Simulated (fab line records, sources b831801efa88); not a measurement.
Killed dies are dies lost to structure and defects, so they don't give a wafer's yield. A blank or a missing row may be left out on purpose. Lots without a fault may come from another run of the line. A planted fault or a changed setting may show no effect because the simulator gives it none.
fab line records | flow sky130
record lots=5 wafers=15 last_day=50
route steps=708 shown METAL1@441 VIA1@458
lots that met no fault: from a run of the same line without faults
start_h: hours from the record's first day to the start of the lot's first wafer shown | wait_h: hours since the lot's step before | " the same as in the row above | L1.1+2: a row that stands for several wafers | - no value, or no start given | * or withheld: withheld | < > ~ a bound
route shown NAME@n: a module of which the file shows steps, and the number in the route of the first | usual: mean/standard deviation of fault-free wafers | same: alike in all rows | chamber/n: place in a boat | sites: the reading at each site | _std_site: their standard deviation | _edge_site: outer sites' mean less inner sites' | radius_mm: how far each site lies from the wafer's centre | mask NAME#n: copy n | behind: the tool/chamber that last shaped the wafer | hold: why the lot was held/for how many hours/how that ended | device: the transistor (n, p or np) that didn't switch | end of line: the same wafers' tests at the end of the route | a step without rows: its recipe alone | killed: dies lost to structure and defects at the first sort, not the wafer's yield | map: a wafer's dies, x killed, . not, _ none there
set.NAME: the setting as run; set.NAME@STEP: as run at that earlier step | model.NAME: the simulator's own value behind a step, which no gauge read
lots at some steps of the route; a table a step, a row a wafer
services: from which hour (start_h, from the record's first day; less than 0 if before it) a tool's chamber was out of use, for how many hours, and why
## steps
# step SKY_METAL1_DEHYDRATE_07
# recipe temp_c=200 time_s=60
# usual chill_plate_temp_C=23.02/0.1 heater_power_total_W=160.36/0.12 resist_line_temp_C=23.01/0.09
# columns lot.wafer tool chamber start_h wait_h chill_plate_temp_C heater_power_total_W resist_line_temp_C
L074.2 litho_track-01 0 744.93 12.7 22.98 160.27 23.12
L074.3 " 0 " " 22.91 160.31 23.08
L074.5 " 0 " " 23.03 160.24 23.04
L086.3 litho_track-03 0 884.18 12.3 23.10 160.15 23.03
L086.4 " 0 " " 23.19 160.27 22.96
L086.6 " 0 " " 23.03 160.42 22.96
L087.4 litho_track-04 0 889.01 12.1 22.97 160.31 22.97
L087.5 " 0 " " 23.05 160.39 23.09
L087.6 " 0 " " 23.06 160.36 22.95
L094.1 litho_track-01 0 907.35 12.4 22.89 160.40 23.05
L094.3 " 0 " " 22.87 160.25 22.93
L094.5 " 0 " " 23.04 160.12 23.09
L097.1 litho_track-04 0 924.79 12.3 23.21 160.40 23.13
L097.2 " 0 " " 23.30 160.33 23.04
L097.3 " 0 " " 23.07 160.27 23.07
# step SKY_METAL1_HMDS_08
# recipe prime_time_s=60 prime_temp_c=120
# usual chill_plate_temp_C=23.00/0.099 resist_line_temp_C=22.99/0.11
# columns lot.wafer tool chamber start_h wait_h chill_plate_temp_C resist_line_temp_C
L074.2 litho_track-01 0 745.08 0.1 23.09 22.90
L074.3 " 0 " " 22.94 22.96
L074.5 " 0 " " 22.92 22.90
L086.3 litho_track-03 0 884.33 0.1 22.99 23.08
L086.4 " 0 " " 22.98 23.13
L086.6 " 0 " " 23.12 23.10
L087.4 litho_track-04 0 889.16 0.1 23.05 22.93
L087.5 " 0 " " 22.92 22.89
L087.6 " 0 " " 22.92 22.81
L094.1 litho_track-01 0 907.50 0.1 22.82 23.01
L094.3 " 0 " " 23.00 22.89
L094.5 " 0 " " 23.18 23.04
L097.1 litho_track-04 0 924.94 0.1 22.92 22.98
L097.2 " 0 " " 23.04 23.04
L097.3 " 0 " " 23.00 23.02
# step SKY_METAL1_COAT_09
# recipe resist=BARC temp_c=withheld time_s=withheld spin_rpm=3000 resist_thk_nm=60
# usual chill_plate_temp_C=* resist_line_temp_C=*
# columns lot.wafer tool chamber start_h wait_h chill_plate_temp_C resist_line_temp_C
L074.2 litho_track-01 0 745.23 0.1 * *
L074.3 " 0 " " * *
L074.5 " 0 " " * *
L086.3 litho_track-03 0 884.48 0.1 * *
L086.4 " 0 " " * *
L086.6 " 0 " " * *
L087.4 litho_track-04 0 889.31 0.1 * *
L087.5 " 0 " " * *
L087.6 " 0 " " * *
L094.1 litho_track-01 0 907.65 0.1 * *
L094.3 " 0 " " * *
L094.5 " 0 " " * *
L097.1 litho_track-04 0 925.09 0.1 * *
L097.2 " 0 " " * *
L097.3 " 0 " " * *
# step SKY_METAL1_COAT_10
# recipe resist=KrF-thick spin_rpm=3000 resist_thk_nm=450
# usual chill_plate_temp_C=22.98/0.092 resist_line_temp_C=22.99/0.1
# columns lot.wafer tool chamber start_h wait_h chill_plate_temp_C resist_line_temp_C
L074.2 litho_track-01 0 - - 23.05 22.99
L074.3 " 0 " " 23.11 23.20
L074.5 " 0 " " 23.08 22.96
L086.3 litho_track-03 0 - - 22.85 23.06
L086.4 " 0 " " 22.95 23.11
L086.6 " 0 " " 22.78 23.09
L087.4 litho_track-04 0 - - 22.88 22.91
L087.5 " 0 " " 23.08 23.12
L087.6 " 0 " " 22.97 23.05
L094.1 litho_track-01 0 - - 23.07 22.84
L094.3 " 0 " " 23.06 22.96
L094.5 " 0 " " 23.04 22.92
L097.1 litho_track-04 0 - - 22.99 22.98
L097.2 " 0 " " 22.95 23.10
L097.3 " 0 " " 22.90 23.08
# step SKY_METAL1_SOFTBAKE_11
# recipe temp_c=100 time_s=90 resist=KrF-thick
# usual chill_plate_temp_C=23.01/0.1 heater_power_total_W=57.35/0.1 resist_line_temp_C=22.97/0.11
# columns lot.wafer tool chamber start_h wait_h chill_plate_temp_C heater_power_total_W resist_line_temp_C
L074.2 litho_track-01 0 - - 23.01 57.49 22.84
L074.3 " 0 " " 23.03 57.24 22.95
L074.5 " 0 " " 23.17 57.42 23.06
L086.3 litho_track-03 0 - - 23.10 57.22 22.97
L086.4 " 0 " " 23.13 57.37 22.96
L086.6 " 0 " " 22.99 57.45 22.96
L087.4 litho_track-04 0 - - 23.00 57.27 23.17
L087.5 " 0 " " 23.00 57.16 23.12
L087.6 " 0 " " 22.82 57.35 23.14
L094.1 litho_track-01 0 - - 23.03 57.43 22.98
L094.3 " 0 " " 22.94 57.33 22.90
L094.5 " 0 " " 23.00 57.27 22.97
L097.1 litho_track-04 0 - - 22.85 57.42 23.06
L097.2 " 0 " " 23.06 57.45 23.16
L097.3 " 0 " " 22.89 57.37 23.20
# step SKY_METAL1_EXPOSE_12
# recipe mask_id=MM1 na=0.8 source_shape=annular sigma_inner=0.55 sigma_outer=0.85 target_cd_nm=140 dose_mj=28
# columns lot.wafer tool chamber start_h wait_h mask
L074.2+3+5 krf_scanner-01 0 - - MM1#0
L086.3+4+6 krf_scanner-01 0 - - MM1#0
L087.4+5+6 krf_scanner-01 0 - - MM1#0
L094.1+3+5 krf_scanner-01 0 - - MM1#0
L097.1+2+3 krf_scanner-02 0 - - MM1#0
# step SKY_METAL1_PEB_13
# recipe peb_temp_c=withheld peb_time_s=withheld resist=KrF-thick
# usual chill_plate_temp_C=* resist_line_temp_C=*
# columns lot.wafer tool chamber start_h wait_h chill_plate_temp_C resist_line_temp_C
L074.2 litho_track-03 0 - - * *
L074.3 " 0 " " * *
L074.5 " 0 " " * *
L086.3 litho_track-01 0 - - * *
L086.4 " 0 " " * *
L086.6 " 0 " " * *
L087.4 litho_track-01 0 - - * *
L087.5 " 0 " " * *
L087.6 " 0 " " * *
L094.1 litho_track-04 0 - - * *
L094.3 " 0 " " * *
L094.5 " 0 " " * *
L097.1 litho_track-03 0 - - * *
L097.2 " 0 " " * *
L097.3 " 0 " " * *
# step SKY_METAL1_DEVELOP_14
# recipe develop_time_s=60 resist=KrF-thick dev_temp_c=21
# usual chill_plate_temp_C=22.99/0.1 resist_line_temp_C=23.02/0.097
# columns lot.wafer tool chamber start_h wait_h chill_plate_temp_C resist_line_temp_C
L074.2 litho_track-03 0 - - 22.88 23.03
L074.3 " 0 " " 22.92 23.06
L074.5 " 0 " " 22.93 23.16
L086.3 litho_track-01 0 - - 22.82 23.13
L086.4 " 0 " " 22.97 23.06
L086.6 " 0 " " 23.03 23.01
L087.4 litho_track-01 0 - - 23.08 23.11
L087.5 " 0 " " 22.93 22.92
L087.6 " 0 " " 23.02 23.10
L094.1 litho_track-04 0 - - 22.99 23.09
L094.3 " 0 " " 22.92 23.07
L094.5 " 0 " " 23.07 23.05
L097.1 litho_track-03 0 - - 23.06 23.08
L097.2 " 0 " " 22.97 23.03
L097.3 " 0 " " 23.08 23.08
# step SKY_METAL1_CD_MEAS_15
# recipe target_cd_nm=140
# usual cd_nm=139.8/2
# columns lot.wafer tool chamber start_h wait_h cd_nm
L074.2 cd_sem-01 - 759.25 - 141.3
L074.3 " - " " 141.6
L074.5 " - " " 141.9
L086.3 cd_sem-02 - 898.14 - 136.2
L086.4 " - " " 136.4
L086.6 " - " " 136.3
L087.4 cd_sem-02 - 902.99 - 138.9
L087.5 " - " " 139.5
L087.6 " - " " 139.1
L094.1 cd_sem-02 - 920.64 - 137.9
L094.3 " - " " 137.7
L094.5 " - " " 137.7
L097.1 cd_sem-02 - 937.43 - 139.3
L097.2 " - " " 139.7
L097.3 " - " " 138.5
# step SKY_METAL1_OVL_MEAS_16
# usual METAL1_OVL=1/5
# columns lot.wafer tool chamber start_h wait_h METAL1_OVL[nm]
L074.2 overlay-01 - 759.36 0.1 -1
L074.3 " - " " 2
L074.5 " - " " -1
L086.3 overlay-01 - 898.23 0.1 2
L086.4 " - " " -6
L086.6 " - " " 3
L087.4 overlay-02 - 903.07 0.1 0
L087.5 " - " " 0
L087.6 " - " " 6
L094.1 overlay-02 - 920.76 0.1 0
L094.3 " - " " -2
L094.5 " - " " -1
L097.1 overlay-01 - 937.55 0.1 -1
L097.2 " - " " 5
L097.3 " - " " 1
# step SKY_METAL1_DESCUM_17
# recipe chemistry=O2 source_power_w=150 bias_power_w=0 pressure_mtorr=10 temp_c=40 time_s=8
# usual drypump_motor_current_A=5.83/0.29 oes_product_au=0.994/0.0071
# columns lot.wafer tool chamber start_h wait_h drypump_motor_current_A oes_product_au rf_hours_counter_h
L074.2 rie_metal-03 0 759.39 0.0 5.77 0.999 12
L074.3 " 0 " " 5.78 0.994 -
L074.5 " 0 " " 5.78 0.993 -
L086.3 rie_metal-01 1 898.27 0.0 6.23 1.005 -
L086.4 " 0 " " 5.52 1.002 -
L086.6 " 0 " " 5.55 1.007 -
L087.4 rie_metal-01 0 903.09 0.0 5.51 1.006 -
L087.5 " 1 " " 6.22 1.001 -
L087.6 " 0 " " 5.52 1.004 -
L094.1 rie_metal-03 1 920.80 0.0 6.15 0.987 6
L094.3 " 0 " " 5.75 0.990 -
L094.5 " 1 " " 6.18 0.986 -
L097.1 rie_metal-01 1 937.58 0.0 6.21 0.984 0
L097.2 " 0 " " 5.52 1.000 12
L097.3 " 0 " " 5.52 0.995 -
# step SKY_METAL1_ETCH_18
# recipe chemistry=N2/H2 target=BARC ion_energy_ev=200 bias_w=100 pressure_mtorr=30 n2_flow_sccm=100 h2_flow_sccm=200 icp_w=500 stop_on=SiO2 time_s=45.9 target_depth_a=600
# usual drypump_motor_current_A=5.84/0.3 oes_product_au=0.854/0.005 throttle_valve_pct=13.224/0.0094
# columns lot.wafer tool chamber start_h wait_h drypump_motor_current_A oes_product_au rf_hours_counter_h throttle_valve_pct
L074.2 rie_metal-03 0 759.42 0.0 5.75 0.855 12 13.225
L074.3 " 0 " " 5.76 0.854 - 13.218
L074.5 " 0 " " 5.72 0.851 - 13.210
L086.3 rie_metal-01 1 898.31 0.0 6.21 0.849 - 13.222
L086.4 " 0 " " 5.52 0.854 - 13.228
L086.6 " 0 " " 5.54 0.859 - 13.253
L087.4 rie_metal-01 0 903.14 0.0 5.53 0.850 - 13.227
L087.5 " 1 " " 6.26 0.851 - 13.224
L087.6 " 0 " " 5.53 0.849 - 13.240
L094.1 rie_metal-03 1 920.83 0.0 6.17 0.857 6 13.219
L094.3 " 0 " " 5.76 0.859 - 13.220
L094.5 " 1 " " 6.16 0.848 - 13.205
L097.1 rie_metal-01 1 937.61 0.0 6.25 0.852 0 13.233
L097.2 " 0 " " 5.54 0.867 12 13.242
L097.3 " 0 " " 5.53 0.848 - 13.241
# step SKY_METAL1_METAL_ETCH_19
# recipe target_depth_a=3600 stop_on=SiO2 over_etch_frac=0.3 time_s=78 chemistry=Cl2/BCl3 resist_sidewall_deg=88 pressure_mtorr=10 icp_w=900 bias_w=48.5 Cl2_flow_sccm=60 bcl3_flow_sccm=30
# usual bcl3_flow_sccm=30.00/0.081 drypump_motor_current_A=5.83/0.29 oes_product_au=0.854/0.0069 throttle_valve_pct=22.264/0.0091
# columns lot.wafer tool chamber start_h wait_h bcl3_flow_sccm drypump_motor_current_A oes_product_au rf_hours_counter_h throttle_valve_pct
L074.2 rie_metal-03 0 759.49 0.0 29.98 5.73 0.854 12 22.269
L074.3 " 0 " " 30.08 5.74 0.846 - 22.258
L074.5 " 0 " " 29.91 5.73 0.848 - 22.255
L086.3 rie_metal-01 1 898.38 0.1 29.83 6.23 0.853 - 22.248
L086.4 " 0 " " 29.97 5.53 0.844 - 22.266
L086.6 " 0 " " 29.98 5.55 0.857 - 22.262
L087.4 rie_metal-01 0 903.21 0.1 29.94 5.52 0.849 - 22.272
L087.5 " 1 " " 30.03 6.26 0.841 - 22.287
L087.6 " 0 " " 30.00 5.53 0.850 - 22.276
L094.1 rie_metal-03 1 920.89 0.0 29.93 6.17 0.848 6 22.284
L094.3 " 0 " " 30.12 5.77 0.853 - 22.251
L094.5 " 1 " " 29.92 6.15 0.840 - 22.273
L097.1 rie_metal-01 1 937.68 0.0 29.99 6.22 0.856 0 22.250
L097.2 " 0 " " 30.14 5.53 0.856 12 22.266
L097.3 " 0 " " 30.16 5.55 0.854 - 22.264
# step SKY_METAL1_STRIP_20
# recipe chemistry=O2/N2 power_w=1400 pressure_mtorr=1500 platen_temp_c=withheld o2_flow_sccm=3000 n2_flow_sccm=300 overash_fraction=0.5
# usual drypump_motor_current_A=6.1/0.61 oes_product_au=0.344/0.005 strip_time_to_endpoint_s=2.72/0.031
# same overash_fraction=0.5
# columns lot.wafer tool chamber start_h wait_h drypump_motor_current_A oes_product_au rf_hours_counter_h strip_time_to_endpoint_s
L074.2 plasma_asher-04 1 759.58 0.1 6.7 0.343 2 2.68
L074.3 " 1 " " 6.7 0.345 - 2.70
L074.5 " 1 " " 6.7 0.338 - 2.73
L086.3 plasma_asher-01 1 898.48 0.1 6.4 0.333 - 2.68
L086.4 " 0 " " 6.3 0.344 - 2.69
L086.6 " 0 " " 6.3 0.346 - 2.71
L087.4 plasma_asher-01 1 903.30 0.1 6.4 0.340 - 2.71
L087.5 " 1 " " 6.4 0.353 - 2.73
L087.6 " 0 " " 6.3 0.342 - 2.68
L094.1 plasma_asher-04 1 920.98 0.1 6.8 0.339 18 2.74
L094.3 " 0 " " 5.2 0.342 - 2.68
L094.5 " 1 " " 6.8 0.340 - 2.75
L097.1 plasma_asher-03 0 937.77 0.1 5.6 0.337 53 2.73
L097.2 " 1 " " 6.3 0.347 53 2.70
L097.3 " 0 " " 5.6 0.346 - 2.72
# step SKY_METAL1_STRIP_21
# recipe chemistry=post_etch_residue_remover time_s=1200 temp_c=72.5
# columns lot.wafer tool chamber start_h wait_h
L074.2+3+5 wet_bench-02 1 759.68 0.1
L086.3+4+6 wet_bench-04 2 898.54 0.0
L087.4+5+6 wet_bench-02 0 903.37 0.0
L094.1+3+5 wet_bench-01 2 921.08 0.1
L097.1+2+3 wet_bench-01 1 937.87 0.1
# step SKY_METAL1_CLEAN_22
# recipe chemistry=IPA time_s=180 temp_c=25
# columns lot.wafer tool chamber start_h wait_h
L074.2+3+5 wet_bench-04 2 760.02 0.0
L086.3+4+6 wet_bench-01 2 898.99 0.1
L087.4+5+6 wet_bench-02 2 903.80 0.1
L094.1+3+5 wet_bench-04 3 921.45 0.0
L097.1+2+3 wet_bench-04 3 938.21 0.0
# step SKY_METAL1_CLEAN_23
# recipe chemistry=O3/DIW dry=n2_spin
# columns lot.wafer tool chamber start_h wait_h
L074.2+3+5 wet_bench-02 2 760.08 0.0
L086.3+4+6 wet_bench-01 2 899.11 0.1
L087.4+5+6 wet_bench-01 1 903.89 0.0
L094.1+3+5 wet_bench-02 2 921.51 0.0
L097.1+2+3 wet_bench-01 0 938.27 0.0
# step SKY_VIA1_HDPCVD_00
# recipe material=SiO2 target_thk_nm=1030 sigma_open_frac=0.3 time_s=171.7 temp_c=400 sih4_flow_sccm=60 pressure_mtorr=6
# usual pressure_mtorr=6.001/0.011
# columns lot.wafer tool chamber start_h wait_h pressure_mtorr
L074.2 hdpcvd-01 2 760.17 0.0 5.988
L074.3 " 1 " " 6.012
L074.5 " 2 " " 5.994
L086.3 hdpcvd-01 2 899.21 0.0 6.008
L086.4 " 2 " " 5.997
L086.6 " 1 " " 5.997
L087.4 hdpcvd-01 2 904.05 0.1 5.984
L087.5 " 0 " " 5.998
L087.6 " 1 " " 6.009
L094.1 hdpcvd-02 0 921.61 0.0 5.998
L094.3 " 1 " " 5.998
L094.5 " 1 " " 6.004
L097.1 hdpcvd-02 0 938.36 0.0 5.994
L097.2 " 2 " " 6.001
L097.3 " 1 " " 6.008
# step SKY_VIA1_THK_MEAS_01
# recipe reads=SiO2_of_VIA1_HDPCVD_00
# usual VIA1_HDPCVD_THK=1027/13
# columns lot.wafer tool chamber start_h wait_h VIA1_HDPCVD_THK[nm]
L074.2 film_metro-03 - 760.29 0.1 1027
L074.3 " - " " 1031
L074.5 " - " " 1037
L086.3 film_metro-04 - 899.35 0.1 1029
L086.4 " - " " 1040
L086.6 " - " " 1030
L087.4 film_metro-01 - 904.13 0.0 1017
L087.5 " - " " 1015
L087.6 " - " " 1019
L094.1 film_metro-04 - 921.72 0.1 1033
L094.3 " - " " 1027
L094.5 " - " " 1034
L097.1 film_metro-01 - 938.47 0.1 1025
L097.2 " - " " 1043
L097.3 " - " " 1022
# step SKY_VIA1_CMP_02
# recipe material=SiO2 down_force_psi=4 platen_rpm=60 pad_velocity_m_s=0.94248
# usual motor_current_A=12.9/1.1
# columns lot.wafer tool chamber start_h wait_h motor_current_A
L074.3 cmp-02 1 760.34 0.0 12.9
L074.2 " 0 " " 14.1
L074.5 " 2 " " 12.0
L086.4 cmp-01 2 899.44 0.1 13.6
L086.3 " 0 " " 14.2
L086.6 " 1 " " 14.3
L087.4 cmp-01 0 904.21 0.1 14.0
L087.6 " 3 " " 12.0
L087.5 " 0 " " 14.4
L094.3 cmp-02 2 921.78 0.0 11.9
L094.1 " 0 " " 14.7
L094.5 " 3 " " 11.6
L097.2 cmp-01 0 938.53 0.0 13.7
L097.1 " 1 " " 14.1
L097.3 " 2 " " 13.2
# step SKY_VIA1_BOW_MEAS_03
# recipe mode=bow
# usual VIA1_BOW=78/7.3
# columns lot.wafer tool chamber start_h wait_h VIA1_BOW[um]
L074.2 film_metro-03 - 760.66 0.1 86
L074.3 " - " " 74
L074.5 " - " " 66
L086.3 film_metro-01 - 899.73 0.1 73
L086.4 " - " " 74
L086.6 " - " " 76
L087.4 film_metro-01 - 904.57 0.3 83
L087.5 " - " " 80
L087.6 " - " " 92
L094.1 film_metro-01 - 922.08 0.1 74
L094.3 " - " " 81
L094.5 " - " " 73
L097.1 film_metro-01 - 938.83 0.2 76
L097.2 " - " " 78
L097.3 " - " " 81
# step SKY_VIA1_DEHYDRATE_04
# recipe temp_c=200 time_s=60
# usual chill_plate_temp_C=23.00/0.1 heater_power_total_W=160.37/0.13 resist_line_temp_C=22.99/0.11
# columns lot.wafer tool chamber start_h wait_h chill_plate_temp_C heater_power_total_W resist_line_temp_C
L074.2 litho_track-02 0 772.53 11.9 22.85 160.40 22.97
L074.3 " 0 " " 22.87 160.44 23.06
L074.5 " 0 " " 23.01 160.45 23.03
L086.3 litho_track-04 0 912.09 12.3 23.29 160.45 23.13
L086.4 " 0 " " 23.21 160.56 22.95
L086.6 " 0 " " 23.23 160.39 23.08
L087.4 litho_track-04 0 916.96 12.4 22.98 160.36 23.00
L087.5 " 0 " " 22.78 160.27 22.95
L087.6 " 0 " " 22.99 160.12 22.92
L094.1 litho_track-04 0 934.09 12.0 22.96 160.33 23.04
L094.3 " 0 " " 22.96 160.60 23.12
L094.5 " 0 " " 23.05 160.55 23.02
L097.1 litho_track-02 0 950.56 11.7 22.85 160.24 22.97
L097.2 " 0 " " 22.99 160.30 23.04
L097.3 " 0 " " 22.87 160.49 23.10
# step SKY_VIA1_HMDS_05
# recipe prime_time_s=60 prime_temp_c=120
# usual chill_plate_temp_C=22.99/0.11 resist_line_temp_C=22.98/0.11
# columns lot.wafer tool chamber start_h wait_h chill_plate_temp_C resist_line_temp_C
L074.2 litho_track-02 0 772.68 0.1 22.99 22.85
L074.3 " 0 " " 22.91 22.87
L074.5 " 0 " " 23.02 22.94
L086.3 litho_track-04 0 912.24 0.1 22.82 22.99
L086.4 " 0 " " 23.08 22.84
L086.6 " 0 " " 22.86 22.79
L087.4 litho_track-04 0 917.11 0.1 23.06 22.98
L087.5 " 0 " " 22.93 23.12
L087.6 " 0 " " 22.85 22.98
L094.1 litho_track-04 0 934.24 0.1 23.04 23.07
L094.3 " 0 " " 23.00 22.81
L094.5 " 0 " " 23.03 22.97
L097.1 litho_track-02 0 950.71 0.1 22.84 22.79
L097.2 " 0 " " 22.84 22.89
L097.3 " 0 " " 22.80 22.97
# step SKY_VIA1_COAT_06
# recipe resist=BARC temp_c=withheld time_s=withheld spin_rpm=3000 resist_thk_nm=60
# usual chill_plate_temp_C=* resist_line_temp_C=*
# columns lot.wafer tool chamber start_h wait_h chill_plate_temp_C resist_line_temp_C
L074.2 litho_track-02 0 772.83 0.1 * *
L074.3 " 0 " " * *
L074.5 " 0 " " * *
L086.3 litho_track-04 0 912.39 0.1 * *
L086.4 " 0 " " * *
L086.6 " 0 " " * *
L087.4 litho_track-04 0 917.26 0.1 * *
L087.5 " 0 " " * *
L087.6 " 0 " " * *
L094.1 litho_track-04 0 934.39 0.1 * *
L094.3 " 0 " " * *
L094.5 " 0 " " * *
L097.1 litho_track-02 0 950.86 0.1 * *
L097.2 " 0 " " * *
L097.3 " 0 " " * *
# step SKY_VIA1_COAT_07
# recipe resist=KrF-thick spin_rpm=3000 resist_thk_nm=450
# usual chill_plate_temp_C=23.02/0.1 resist_line_temp_C=22.99/0.11
# columns lot.wafer tool chamber start_h wait_h chill_plate_temp_C resist_line_temp_C
L074.2 litho_track-02 0 - - 23.00 23.15
L074.3 " 0 " " 23.04 23.12
L074.5 " 0 " " 23.07 23.26
L086.3 litho_track-04 0 - - 23.12 22.76
L086.4 " 0 " " 22.99 22.98
L086.6 " 0 " " 23.08 22.84
L087.4 litho_track-04 0 - - 23.16 22.96
L087.5 " 0 " " 22.87 23.08
L087.6 " 0 " " 23.16 22.96
L094.1 litho_track-04 0 - - 23.11 23.07
L094.3 " 0 " " 23.15 23.14
L094.5 " 0 " " 23.12 22.93
L097.1 litho_track-02 0 - - 23.09 22.80
L097.2 " 0 " " 23.18 23.01
L097.3 " 0 " " 22.97 22.87
# step SKY_VIA1_SOFTBAKE_08
# recipe temp_c=100 time_s=90 resist=KrF-thick
# usual chill_plate_temp_C=23.00/0.12 heater_power_total_W=57.37/0.12 resist_line_temp_C=23.01/0.13
# columns lot.wafer tool chamber start_h wait_h chill_plate_temp_C heater_power_total_W resist_line_temp_C
L074.2 litho_track-02 0 - - 22.91 57.37 23.05
L074.3 " 0 " " 23.01 57.40 23.06
L074.5 " 0 " " 22.95 57.19 23.03
L086.3 litho_track-04 0 - - 23.15 57.33 23.03
L086.4 " 0 " " 22.95 57.36 23.06
L086.6 " 0 " " 22.99 57.54 23.05
L087.4 litho_track-04 0 - - 22.96 57.21 23.10
L087.5 " 0 " " 22.91 57.35 22.91
L087.6 " 0 " " 22.84 57.14 22.86
L094.1 litho_track-04 0 - - 23.14 57.40 23.02
L094.3 " 0 " " 23.10 57.19 23.08
L094.5 " 0 " " 22.98 57.53 22.90
L097.1 litho_track-02 0 - - 23.04 57.47 22.86
L097.2 " 0 " " 23.14 57.50 22.82
L097.3 " 0 " " 22.96 57.32 22.79
# step SKY_VIA1_EXPOSE_09
# recipe mask_id=VIM na=0.8 source_shape=annular sigma_inner=0.55 sigma_outer=0.85 target_cd_nm=150 dose_mj=38
# columns lot.wafer tool chamber start_h wait_h mask
L074.2+3+5 krf_scanner-01 0 - - VIM#0
L086.3+4+6 krf_scanner-02 0 - - VIM#0
L087.4+5+6 krf_scanner-01 0 - - VIM#0
L094.1+3+5 krf_scanner-01 0 - - VIM#0
L097.1+2+3 krf_scanner-02 0 - - VIM#0
# step SKY_VIA1_PEB_10
# recipe peb_temp_c=withheld peb_time_s=withheld resist=KrF-thick
# usual chill_plate_temp_C=* resist_line_temp_C=*
# columns lot.wafer tool chamber start_h wait_h chill_plate_temp_C resist_line_temp_C
L074.2 litho_track-03 0 - - * *
L074.3 " 0 " " * *
L074.5 " 0 " " * *
L086.3 litho_track-03 0 - - * *
L086.4 " 0 " " * *
L086.6 " 0 " " * *
L087.4 litho_track-03 0 - - * *
L087.5 " 0 " " * *
L087.6 " 0 " " * *
L094.1 litho_track-03 0 - - * *
L094.3 " 0 " " * *
L094.5 " 0 " " * *
L097.1 litho_track-04 0 - - * *
L097.2 " 0 " " * *
L097.3 " 0 " " * *
# step SKY_VIA1_DEVELOP_11
# recipe develop_time_s=60 resist=KrF-thick dev_temp_c=21
# usual chill_plate_temp_C=22.99/0.12 resist_line_temp_C=23.00/0.11
# columns lot.wafer tool chamber start_h wait_h chill_plate_temp_C resist_line_temp_C
L074.2 litho_track-03 0 - - 22.82 23.26
L074.3 " 0 " " 22.96 23.08
L074.5 " 0 " " 22.89 23.08
L086.3 litho_track-03 0 - - 23.22 23.02
L086.4 " 0 " " 22.90 22.97
L086.6 " 0 " " 22.88 23.16
L087.4 litho_track-03 0 - - 22.98 22.89
L087.5 " 0 " " 23.05 22.86
L087.6 " 0 " " 22.94 23.04
L094.1 litho_track-03 0 - - 23.04 23.15
L094.3 " 0 " " 23.02 23.05
L094.5 " 0 " " 22.97 23.03
L097.1 litho_track-04 0 - - 23.15 22.85
L097.2 " 0 " " 22.99 23.07
L097.3 " 0 " " 23.22 23.08
# step SKY_VIA1_CD_MEAS_12
# recipe target_cd_nm=150
# usual cd_nm=150.8/1.9
# columns lot.wafer tool chamber start_h wait_h cd_nm
L074.2 cd_sem-02 - 786.50 - 148.9
L074.3 " - " " 148.7
L074.5 " - " " 149.0
L086.3 cd_sem-02 - 925.62 - 150.6
L086.4 " - " " 150.8
L086.6 " - " " 150.7
L087.4 cd_sem-02 - 930.44 - 151.4
L087.5 " - " " 150.4
L087.6 " - " " 150.9
L094.1 cd_sem-02 - 946.73 - 153.1
L094.3 " - " " 150.8
L094.5 " - " " 152.1
L097.1 cd_sem-02 - 962.69 - 153.5
L097.2 " - " " 153.4
L097.3 " - " " 152.9
# step SKY_VIA1_OVL_MEAS_13
# usual VIA1_OVL=1/4.7
# columns lot.wafer tool chamber start_h wait_h VIA1_OVL[nm]
L074.2 overlay-02 - 786.61 0.1 -1
L074.3 " - " " -3
L074.5 " - " " 3
L086.3 overlay-01 - 925.72 0.1 4
L086.4 " - " " -2
L086.6 " - " " 3
L087.4 overlay-01 - 930.52 0.1 6
L087.5 " - " " 10
L087.6 " - " " 7
L094.1 overlay-02 - 946.85 0.1 12
L094.3 " - " " 3
L094.5 " - " " -1
L097.1 overlay-01 - 962.81 0.1 4
L097.2 " - " " 1
L097.3 " - " " 2
# step SKY_VIA1_ETCH_14
# recipe chemistry=N2/H2 target=BARC ion_energy_ev=200 source_w=500 bias_w=100 pressure_mtorr=30 n2_flow_sccm=100 h2_flow_sccm=200 stop_on=SiO2 time_s=45.9 target_depth_a=600
# usual drypump_motor_current_A=5.5/0.55 oes_product_au=0.854/0.0042 throttle_valve_pct=13.225/0.0095
# columns lot.wafer tool chamber start_h wait_h drypump_motor_current_A oes_product_au rf_hours_counter_h throttle_valve_pct
L074.2 rie_diel-02 3 786.64 0.0 6.1 0.854 13 13.214
L074.3 " 2 " " 5.8 0.855 1 13.227
L074.5 " 3 " " 6.1 0.859 - 13.243
L086.3 rie_diel-02 1 925.74 0.0 6.4 0.854 9 13.228
L086.4 " 2 " " 5.7 0.848 4 13.238
L086.6 " 1 " " 6.3 0.853 - 13.218
L087.4 rie_diel-04 2 930.56 0.0 5.6 0.854 - 13.230
L087.5 " 0 " " 6.0 0.850 - 13.229
L087.6 " 1 " " 5.7 0.856 - 13.219
L094.1 rie_diel-04 1 946.89 0.0 5.6 0.854 24 13.217
L094.3 " 3 " " 4.9 0.850 8 13.236
L094.5 " 2 " " 5.6 0.856 - 13.227
L097.1 rie_diel-03 0 962.85 0.0 6.1 0.859 17 13.231
L097.2 " 1 " " 5.0 0.853 16 13.236
L097.3 " 2 " " 4.8 0.861 19 13.217
## services
# columns tool chamber start_h hours kind
hdpcvd-01 2 725.10 12.4 repair
krf_scanner-01 - 728.12 1.0 pm
krf_scanner-01 - 734.77 1.3 pm
cmp-01 - 737.15 1.1 repair
cmp-01 - 744.00 4.0 pm
cmp-01 - 760.63 5.4 pm
krf_scanner-01 - 764.93 0.8 pm
krf_scanner-02 - 769.94 5.2 repair
krf_scanner-01 - 784.36 5.0 repair
krf_scanner-02 - 788.13 0.8 repair
krf_scanner-02 - 795.75 3.6 pm
krf_scanner-02 - 802.40 1.3 pm
hdpcvd-01 - 811.02 2.0 repair
krf_scanner-02 - 823.38 0.8 pm
cmp-01 - 824.61 0.8 repair
hdpcvd-01 0 841.02 4.0 repair
krf_scanner-02 - 843.58 0.7 repair
krf_scanner-02 - 865.01 1.0 pm
cmp-01 - 871.74 0.4 repair
krf_scanner-01 - 897.12 1.0 pm
krf_scanner-01 - 900.88 1.1 repair
krf_scanner-01 - 910.67 1.3 pm
rie_metal-03 0 927.17 20.9 repair
krf_scanner-01 - 933.73 0.8 pm
## key
fault none
